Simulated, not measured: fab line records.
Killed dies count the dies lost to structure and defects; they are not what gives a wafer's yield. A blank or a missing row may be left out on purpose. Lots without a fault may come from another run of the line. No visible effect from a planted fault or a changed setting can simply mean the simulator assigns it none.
fab line records + flow sfqLine
[record]
- lots = 14
- wafers = 42
- lastDay = 80
route steps=325 shown M0@29
lots untouched by any fault: they come from a run of this same line in which no faults occurred
startH: hours from the record's first day to the start of the lot's first wafer shown + waitH: time in hours since the lot's previous step + " unchanged from the row above + L1.1+2: one row covering several wafers at once + - no value present, or no start provided + * or withheld: withheld + < > ~ a bound
route shown NAME@n: names a module that has steps shown in the file, with the first one's number in the route + usual: the fault-free wafers' mean and standard deviation + same: alike in all rows + chamber/n: place in a boat + sites: per-site readings + _std_site: how widely they spread, as a standard deviation + _edge_site: mean of outer sites minus mean of inner sites + radiusMm: how far each site lies from the wafer's centre + mask NAME#n: copy n + behind: the tool/chamber that last shaped the wafer + hold: why the lot was held/for how many hours/how that ended + device: which transistor (n, p or np) failed to switch + end of line: at the end of the route, the tests of the same wafers + a step without rows: its recipe alone + killed: count of dies lost to structure and defects at first sort (not the wafer's yield) + map: the dies of a wafer, with x for killed, . for not killed, _ for no die there
set.NAME: the setting that was run; set.NAME@STEP: the one run at that earlier step + model.NAME: the simulator's own value behind a step, which no gauge read
steps of the route over a sample of lots; a table a step, a row a wafer
services: when a tool's chamber went out of use (startH, in hours from the record's first day, below 0 if earlier), for how many hours, and the reason
[[steps]]
[step SFQ_TRILAYER_M0_DEP_SPUTTER_019]
[recipe]
- material = Nb
- basePressurePa = 1.33e-06
- chamberPressurePa = 0.1333
- substrateTempC = 20
- resputterCathodeVoltageV = 400
- targetThkNm = 200
- powerW = 2000
- timeS = 133.3
[usual]
- chamberPressurePa = 0.13336/0.00025
- throttleValvePct = 30.8/0.73
| lot.wafer | tool          | chamber | startH | waitH | chamberPressurePa | throttleValvePct |
|-----------|---------------|---------|--------|-------|-------------------|------------------|
| L961.1    | pvdSputter-04 | -       | 101.56 | 0.0   | 0.1333            | 29.9             |
| L961.3    | "             | -       | "      | "     | 0.13347           | 31.6             |
| L961.4    | "             | -       | "      | "     | 0.13311           | 30.8             |
| L962.1    | pvdSputter-05 | -       | 106.35 | 0.0   | 0.1335            | 31.5             |
| L962.5    | "             | -       | "      | "     | 0.13358           | 30.7             |
| L962.6    | "             | -       | "      | "     | 0.13336           | 31.9             |
| L963.2    | pvdSputter-03 | -       | 108.92 | 0.0   | 0.1334            | 30.4             |
| L963.3    | "             | -       | "      | "     | 0.13355           | 31.0             |
| L963.4    | "             | -       | "      | "     | 0.13345           | 30.0             |
| L964.1    | pvdSputter-04 | -       | 116.19 | 0.0   | 0.1333            | 29.9             |
| L964.2    | "             | -       | "      | "     | 0.1335            | 30.8             |
| L964.5    | "             | -       | "      | "     | 0.1337            | 31.6             |
| L966.3    | pvdSputter-05 | -       | 134.70 | 0.0   | 0.13332           | 30.3             |
| L966.4    | "             | -       | "      | "     | 0.13275           | 30.9             |
| L966.6    | "             | -       | "      | "     | 0.13345           | 31.8             |
| L969.3    | pvdSputter-05 | -       | 149.11 | 0.0   | 0.1332            | 30.9             |
| L969.4    | "             | -       | "      | "     | 0.13345           | 30.4             |
| L969.5    | "             | -       | "      | "     | 0.13334           | 30.3             |
| L970.4    | pvdSputter-05 | -       | 156.30 | 0.0   | 0.13369           | 30.2             |
| L970.5    | "             | -       | "      | "     | 0.13334           | 30.4             |
| L970.6    | "             | -       | "      | "     | 0.13293           | 31.2             |
| L973.1    | pvdSputter-05 | -       | 170.70 | 0.0   | 0.13316           | 31.8             |
| L973.3    | "             | -       | "      | "     | 0.13309           | 30.8             |
| L973.4    | "             | -       | "      | "     | 0.13352           | 31.0             |
| L974.1    | pvdSputter-05 | -       | 176.70 | 0.0   | 0.13358           | 30.5             |
| L974.4    | "             | -       | "      | "     | 0.13346           | 30.3             |
| L974.5    | "             | -       | "      | "     | 0.13286           | 30.8             |
| L979.1    | pvdSputter-04 | -       | 212.33 | 0.0   | 0.13329           | 30.3             |
| L979.4    | "             | -       | "      | "     | 0.13359           | 31.4             |
| L979.6    | "             | -       | "      | "     | 0.13292           | 30.0             |
| L980.2    | pvdSputter-04 | -       | 216.11 | 0.0   | 0.13298           | 30.1             |
| L980.3    | "             | -       | "      | "     | 0.13341           | 31.5             |
| L980.5    | "             | -       | "      | "     | 0.13345           | 30.9             |
| L981.2    | pvdSputter-03 | -       | 223.13 | 0.0   | 0.13324           | 30.0             |
| L981.4    | "             | -       | "      | "     | 0.13337           | 31.4             |
| L981.5    | "             | -       | "      | "     | 0.13362           | 28.6             |
| L982.1    | pvdSputter-03 | -       | 230.33 | 0.0   | 0.13335           | 29.0             |
| L982.2    | "             | -       | "      | "     | 0.13315           | 30.7             |
| L982.6    | "             | -       | "      | "     | 0.13344           | 30.0             |
| L984.1    | pvdSputter-04 | -       | 241.27 | 0.0   | 0.13343           | 30.2             |
| L984.3    | "             | -       | "      | "     | 0.13357           | 31.1             |
| L984.5    | "             | -       | "      | "     | 0.13319           | 30.0             |
[step SFQ_M0_RS_MEAS_904]
[recipe]
- thkMeasGauge = four-point-probe
- reads = Nb_of_TRILAYER_M0_DEP_SPUTTER_019
[usual]
- M0_NB_RS = 0.887/0.011
| lot.wafer | tool         | chamber | startH | waitH | M0_NB_RS[ohm/sq] |
|-----------|--------------|---------|--------|-------|------------------|
| L961.1    | filmMetro-04 | -       | 101.66 | 0.0   | 0.880            |
| L961.3    | "            | -       | "      | "     | 0.886            |
| L961.4    | "            | -       | "      | "     | 0.877            |
| L962.1    | filmMetro-04 | -       | 106.44 | 0.0   | 0.882            |
| L962.5    | "            | -       | "      | "     | 0.897            |
| L962.6    | "            | -       | "      | "     | 0.896            |
| L963.2    | filmMetro-01 | -       | 109.03 | 0.1   | 0.898            |
| L963.3    | "            | -       | "      | "     | 0.888            |
| L963.4    | "            | -       | "      | "     | 0.893            |
| L964.1    | filmMetro-04 | -       | 116.28 | 0.0   | 0.881            |
| L964.2    | "            | -       | "      | "     | 0.879            |
| L964.5    | "            | -       | "      | "     | 0.874            |
| L966.3    | filmMetro-04 | -       | 134.83 | 0.1   | 0.888            |
| L966.4    | "            | -       | "      | "     | 0.881            |
| L966.6    | "            | -       | "      | "     | 0.876            |
| L969.3    | filmMetro-01 | -       | 149.25 | 0.1   | 0.892            |
| L969.4    | "            | -       | "      | "     | 0.911            |
| L969.5    | "            | -       | "      | "     | 0.912            |
| L970.4    | filmMetro-01 | -       | 156.45 | 0.1   | 0.908            |
| L970.5    | "            | -       | "      | "     | 0.909            |
| L970.6    | "            | -       | "      | "     | 0.875            |
| L973.1    | filmMetro-03 | -       | 170.79 | 0.0   | 1.651            |
| L973.3    | "            | -       | "      | "     | 1.628            |
| L973.4    | "            | -       | "      | "     | 1.559            |
| L974.1    | filmMetro-04 | -       | 176.79 | 0.0   | 1.603            |
| L974.4    | "            | -       | "      | "     | 1.623            |
| L974.5    | "            | -       | "      | "     | 1.610            |
| L979.1    | filmMetro-03 | -       | 212.42 | 0.0   | 0.894            |
| L979.4    | "            | -       | "      | "     | 0.886            |
| L979.6    | "            | -       | "      | "     | 0.888            |
| L980.2    | filmMetro-04 | -       | 216.22 | 0.1   | 0.904            |
| L980.3    | "            | -       | "      | "     | 0.898            |
| L980.5    | "            | -       | "      | "     | 0.892            |
| L981.2    | filmMetro-01 | -       | 223.24 | 0.1   | 0.881            |
| L981.4    | "            | -       | "      | "     | 0.875            |
| L981.5    | "            | -       | "      | "     | 0.859            |
| L982.1    | filmMetro-04 | -       | 230.42 | 0.0   | 0.869            |
| L982.2    | "            | -       | "      | "     | 0.889            |
| L982.6    | "            | -       | "      | "     | 0.895            |
| L984.1    | filmMetro-04 | -       | 241.45 | 0.1   | 0.891            |
| L984.3    | "            | -       | "      | "     | 0.895            |
| L984.5    | "            | -       | "      | "     | 0.896            |
[step SFQ_TRILAYER_M0_ETCH_METAL_ETCH_024]
[recipe]
- target = Nb
- stopOn = SiO2
- maskMaterial = PR
- chemistry = Cl2/Ar
- targetDepthNm = 240
- icpW = 600
- biasW = 80
- pressureMtorr = 10
- timeS = 120
[usual]
- drypumpMotorCurrentA = 5.4/0.39
- oesProductAu = 0.895/0.008
[same]
- timeS = 120
| lot.wafer | tool        | chamber | startH | waitH | drypumpMotorCurrentA | oesProductAu | rfHoursCounterH |
|-----------|-------------|---------|--------|-------|----------------------|--------------|-----------------|
| L961.1    | rieMetal-04 | 1       | 164.84 | 0.0   | 4.9                  | 0.899        | 165             |
| L961.3    | "           | 0       | "      | "     | 5.1                  | 0.898        | -               |
| L961.4    | "           | 1       | "      | "     | 4.9                  | 0.900        | -               |
| L962.1    | rieMetal-04 | 0       | 169.64 | 0.0   | 5.1                  | 0.895        | 129             |
| L962.5    | "           | 0       | "      | "     | 5.1                  | 0.878        | -               |
| L962.6    | "           | 1       | "      | "     | 4.8                  | 0.887        | -               |
| L963.2    | rieMetal-03 | 1       | 173.24 | 0.0   | 5.4                  | 0.882        | 105             |
| L963.3    | "           | 0       | "      | "     | 5.3                  | 0.907        | -               |
| L963.4    | "           | 1       | "      | "     | 5.4                  | 0.884        | -               |
| L964.1    | rieMetal-02 | 0       | 179.24 | 0.0   | 5.8                  | 0.901        | 42              |
| L964.2    | "           | 1       | "      | "     | 5.9                  | 0.909        | 4               |
| L964.5    | "           | 1       | "      | "     | 5.9                  | 0.896        | -               |
| L966.3    | rieMetal-04 | 1       | 196.08 | 0.1   | 4.9                  | 0.880        | -               |
| L966.4    | "           | 0       | "      | "     | 5.1                  | 0.896        | -               |
| L966.6    | "           | 1       | "      | "     | 4.8                  | 0.897        | -               |
| L969.3    | rieMetal-02 | 1       | 212.88 | 0.1   | 5.9                  | 0.901        | -               |
| L969.4    | "           | 0       | "      | "     | 5.8                  | 0.876        | -               |
| L969.5    | "           | 0       | "      | "     | 5.7                  | 0.878        | -               |
| L970.4    | rieMetal-03 | 0       | 221.28 | 0.1   | 5.3                  | 0.884        | -               |
| L970.5    | "           | 0       | "      | "     | 5.3                  | 0.880        | -               |
| L970.6    | "           | 1       | "      | "     | 5.4                  | 0.901        | -               |
| L973.1    | rieMetal-04 | 0       | 238.04 | 0.0   | 5.1                  | 0.658        | 142             |
| L973.3    | "           | 1       | "      | "     | 4.8                  | 0.665        | -               |
| L973.4    | "           | 0       | "      | "     | 5.1                  | 0.675        | -               |
| L974.1    | rieMetal-04 | 0       | 244.04 | 0.0   | 5.1                  | 0.664        | 143             |
| L974.4    | "           | 0       | "      | "     | 5.1                  | 0.661        | -               |
| L974.5    | "           | 1       | "      | "     | 4.9                  | 0.656        | -               |
| L979.1    | rieMetal-02 | 1       | 283.54 | 0.0   | 5.9                  | 0.888        | 23              |
| L979.4    | "           | 1       | "      | "     | 6.0                  | 0.898        | -               |
| L979.6    | "           | 1       | "      | "     | 5.9                  | 0.902        | -               |
| L980.2    | rieMetal-02 | 0       | 288.34 | 0.0   | 5.7                  | 0.891        | 61              |
| L980.3    | "           | 0       | "      | "     | 5.8                  | 0.884        | -               |
| L980.5    | "           | 0       | "      | "     | 5.7                  | 0.901        | -               |
| L981.2    | rieMetal-03 | 0       | 299.14 | 0.0   | 5.3                  | 0.904        | 134             |
| L981.4    | "           | 0       | "      | "     | 5.3                  | 0.903        | -               |
| L981.5    | "           | 1       | "      | "     | 5.4                  | 0.914        | -               |
| L982.1    | rieMetal-02 | 0       | 308.74 | 0.0   | 5.8                  | 0.905        | 65              |
| L982.2    | "           | 1       | "      | "     | 5.9                  | 0.887        | 27              |
| L982.6    | "           | 0       | "      | "     | 5.8                  | 0.892        | -               |
| L984.1    | rieMetal-04 | 1       | 317.14 | 0.0   | 4.8                  | 0.897        | 3               |
| L984.3    | "           | 1       | "      | "     | 4.8                  | 0.882        | -               |
| L984.5    | "           | 0       | "      | "     | 5.1                  | 0.888        | -               |
[[services]]
| tool          | chamber | startH | hours | kind                  |
|---------------|---------|--------|-------|-----------------------|
| pvdSputter-05 | -       | 89.18  | 1.8   | repair                |
| rieMetal-04   | -       | 106.33 | 0.4   | repair                |
| pvdSputter-03 | -       | 129.78 | 9.5   | repair                |
| rieMetal-02   | 1       | 137.77 | -     | clean                 |
| rieMetal-02   | 1       | 137.77 | 16.0  | scheduledDown         |
| rieMetal-02   | 1       | 137.77 | 16.0  | ventCycle             |
| pvdSputter-04 | 1       | 183.99 | -     | consumableReplace:kit |
| pvdSputter-04 | 1       | 183.99 | 18.0  | scheduledDown         |
| pvdSputter-04 | 1       | 183.99 | 18.0  | ventCycle             |
| rieMetal-02   | -       | 204.99 | 0.6   | repair                |
| pvdSputter-04 | -       | 231.56 | 3.4   | repair                |
| pvdSputter-03 | -       | 241.48 | 0.9   | repair                |
| rieMetal-04   | -       | 271.44 | 0.1   | repair                |
| rieMetal-04   | 1       | 282.21 | -     | clean                 |
| rieMetal-04   | 1       | 282.21 | 18.3  | scheduledDown         |
| rieMetal-04   | 1       | 282.21 | 18.3  | ventCycle             |
| pvdSputter-05 | -       | 300.49 | 0.5   | repair                |
| pvdSputter-04 | -       | 313.71 | 4.9   | repair                |
| pvdSputter-05 | -       | 313.81 | 3.9   | repair                |
[[key]]
[firstSign]
- step = SFQ_M0_RS_MEAS_904
- reading = M0_NB_RS
- direction = up
- sigmas = 66
- usual = 0.887
- struck = 1.612
[effect]
- step = SFQ_TRILAYER_M0_ETCH_METAL_ETCH_024
- reading = oesProductAu
- direction = down
- sigmas = 29
- usual = 0.895
- struck = 0.663
metAt SFQ_TRILAYER_M0_DEP_SPUTTER_019
struckLots L973,L974
onsetBetween 156.30 170.70
[fault]
- kind = processParameterDrift
- tool = pvdSputter-05
- chamber = -
- onsetH = 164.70
- steps = SFQ_TRILAYER_M0_DEP_SPUTTER_019
- channel = targetThkNm
- offset = -89.493
- shape = step
- endH = 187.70
- actsIn = theseRecipesOnly
- stated = 200
